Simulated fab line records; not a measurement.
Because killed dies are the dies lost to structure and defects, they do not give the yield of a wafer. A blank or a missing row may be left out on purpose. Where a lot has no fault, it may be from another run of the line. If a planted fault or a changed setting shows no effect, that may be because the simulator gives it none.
Struck lot and sound lot, side by side    flow gf180mcu    15 out of 602 route steps
Sound: these wafers, L690.1, L690.3, L690.6. The struck wafers were L681.3, L681.4, L681.5. Last of all comes the cause.
For every step that has rows: the tool of each side, followed by ch and its chambers, followed by its first start. Under that, the readings that differ: sound wafers    struck wafers    difference of the means    sigmas: that difference in standard deviations of wafers without a fault.
alike: a reading whose means differ by less than 2 such deviations, as well as words and numbers matching on both sides. not compared: withheld readings; readings where some wafer has no value; bounds like >300 that might hide an equal value; numbers whose values overlap and for which the record gives no deviation.
Wherever a step has rows on one side only, a row that says differs or no value, or a row with sigmas, the two part there. When numbers do not overlap yet have no deviation, they are printed without sigmas and do not part them. Lack of a reading on every wafer of one side parts them only where that side has two or more wafers.

first, 7 steps without rows for these wafers: GF_V2_HMDS_07 (prime time 60 s); GF_V2_COAT_08; GF_V2_COAT_09 (resist thk 1000 nm); GF_V2_SOFTBAKE_10 (time 60 s); GF_V2_EXPOSE_11 (exposes mask Via2, target cd 260 nm); GF_V2_PEB_12 (peb time 90 s); GF_V2_DEVELOP_13 (develop time 60 s).
GF_V2_CD_MEAS_14: target cd 260 nm.
  struck on cdSem-01, day 22 22:05; sound on cdSem-01, day 25 22:16
  alike: cdNm
GF_V2_OVL_MEAS_15:
  struck on overlay-02, day 22 22:10; sound on overlay-02, day 25 22:23
  alike: V2_OVL
GF_V2_ETCH_16: etches BARC in N2/H2.
  sound on rieDiel-03 ch 0,1,3, day 25 22:26; struck on rieDiel-01 ch 0,2, day 22 22:11
  alike: drypumpMotorCurrentA, n2FlowSccm, oesProductAu, throttleValvePct
GF_V2_ETCH_17: etches SiO2 in C4F8/O2/Ar, stops on TiN, target depth 630 nm.
  sound: rieDiel-03 ch 0,1,3; struck: rieDiel-01 ch 0,2
  alike: oesProductAu
GF_V2_STRIP_18: strips in O2/N2.
  sound on plasmaAsher-03 ch 0, day 25 22:34; struck on plasmaAsher-03 ch 0,1, day 22 22:21
  alike: chamberPressureMTorr, drypumpMotorCurrentA, heaterPowerW, n2FlowSccm, oesProductAu
  not compared: rfHoursCounterH
GF_V2_STRIP_19: strips in post etch residue remover, time 1200 s.
  sound on wetBench-03 ch 2, day 25 22:40; struck on wetBench-04 ch 1, day 22 22:25
  no value came back on the struck wafers for bathGuardTempC (C), bathHeatDutyPct (%); on the sound wafers bathGuardTempC (C) reads 72.3 72.6 72.1
then, 1 step without rows for these wafers: GF_V2_CLEAN_20 (cleans in DIW).
-- the record jumps here: 8 days lie between the struck wafers' starts before and after (it left off in module V2 and takes up again in module PASSIVATION, whose first step shown is number 602 of the route) --
GF_PASSIVATION_PROBE_99:
  struck on prober-02, day 31 01:13; sound on prober-01, day 33 11:01
reading                      sound              struck             difference  sigmas
model.etest.via2Chain.rcOhm  6.121 6.427 6.361  7.901 7.438 7.779  +1.403      

== WHERE THEY PART ==
At GF_V2_STRIP_19 and nowhere else, as far as this record goes.

WHY: the cause the simulator had injected
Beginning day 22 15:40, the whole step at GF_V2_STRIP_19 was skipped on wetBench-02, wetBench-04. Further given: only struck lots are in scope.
